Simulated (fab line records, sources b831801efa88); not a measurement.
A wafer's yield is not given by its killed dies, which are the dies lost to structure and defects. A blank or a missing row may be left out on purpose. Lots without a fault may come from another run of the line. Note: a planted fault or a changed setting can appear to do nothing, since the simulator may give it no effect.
The same fault as seen by 2 desks | flow sky130 | each desk holds nothing but its own numbers, with what lay behind them at the end

AT THE METROLOGY DESK
What the gauges read, lot by lot, whatever tool the lot ran on: means of the sampled wafers that have a number. The brackets show how far a lot's mean lies from the usual mean; more than 4 standard deviations puts the lot out of limits, marked OUT.
Columns: A = VT_ADJUST_NCORE_OVL at SKY_VT_ADJUST_NCORE_OVL_MEAS_08, usual -0.5 nm; B = LDD_N_TW at SKY_LDD_N_TW_MEAS_17, usual 2567
lot  | first seen here | A    | B
L289 | day 8 22:46     | -1.3 | 2574
L291 | day 9 13:43     | -0.8 | 2587
L292 | day 9 21:40     | -0.1 | 2567
L293 | day 10 02:35    | -1.3 | 2588
L297 | day 11 10:44    | -2.5 | 2562
L303 | day 13 14:10    | 1.5  | 2635 (+4.3) OUT
L305 | day 13 23:13    | 1.2  | 2675 (+6.7) OUT
L306 | day 14 12:19    | 1.0  | 2585
L307 | day 14 13:35    | 1.2  | 2575
L309 | day 15 03:52    | -1.5 | 2554
This desk's finding: out of limits on L303, L305; first on L303, day 24 10:01 (LDD_N_TW at SKY_LDD_N_TW_MEAS_17). L289, L291, L292, L293, L297, L306, L307, L309: within limits.

THE TOOL OWNER'S DESK: implanter-02
The tool's own readings at SKY_LDD_N_IMPLANT_08, given as means over the sampled wafers that have a number, one for each lot that went through this tool. The brackets show how far a lot's mean lies from the usual mean; more than 4 standard deviations puts the lot out of limits, marked OUT.
Columns: A = beam on s at SKY_LDD_N_IMPLANT_08, usual 10.01 s; B = dose ions cm2 at SKY_LDD_N_IMPLANT_08, usual 7.499e+13; C = faraday current uA at SKY_LDD_N_IMPLANT_08, usual 422
lot  | first seen here | A               | B                           | C
L292 | day 19 08:51    | 9.97            | 7.495e+13                   | 424
L297 | day 21 10:00    | 10.04           | 7.495e+13                   | 420
L303 | day 24 08:43    | 13.69 (+20) OUT | 1.436e+14 (+99 or more) OUT | 591 (+23) OUT
L305 | day 24 14:19    | 13.70 (+21) OUT | 1.437e+14 (+99 or more) OUT | 592 (+23) OUT
This desk's finding: out of limits on L303, L305; first on L303, day 24 08:43 (beam on s at SKY_LDD_N_IMPLANT_08). L292, L297: within limits.

BROUGHT TOGETHER
An alarm could have come from the tool owner's desk at day 24 08:43, on L303, L305.
At day 24 10:01 the metrology desk could have sounded an alarm, on L303, L305.
SKY_LDD_N_IMPLANT_08 was run on implanter-02 by each of the lots named.

WHAT THE SIMULATOR HAD PUT IN
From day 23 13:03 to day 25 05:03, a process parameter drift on implanter-02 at SKY_LDD_N_IMPLANT_08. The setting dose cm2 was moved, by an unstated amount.
Lots struck among those shown: L303, L305.
Fault start to first reading out of limits, in hours, per desk: tool owner, 20; metrology, 21.
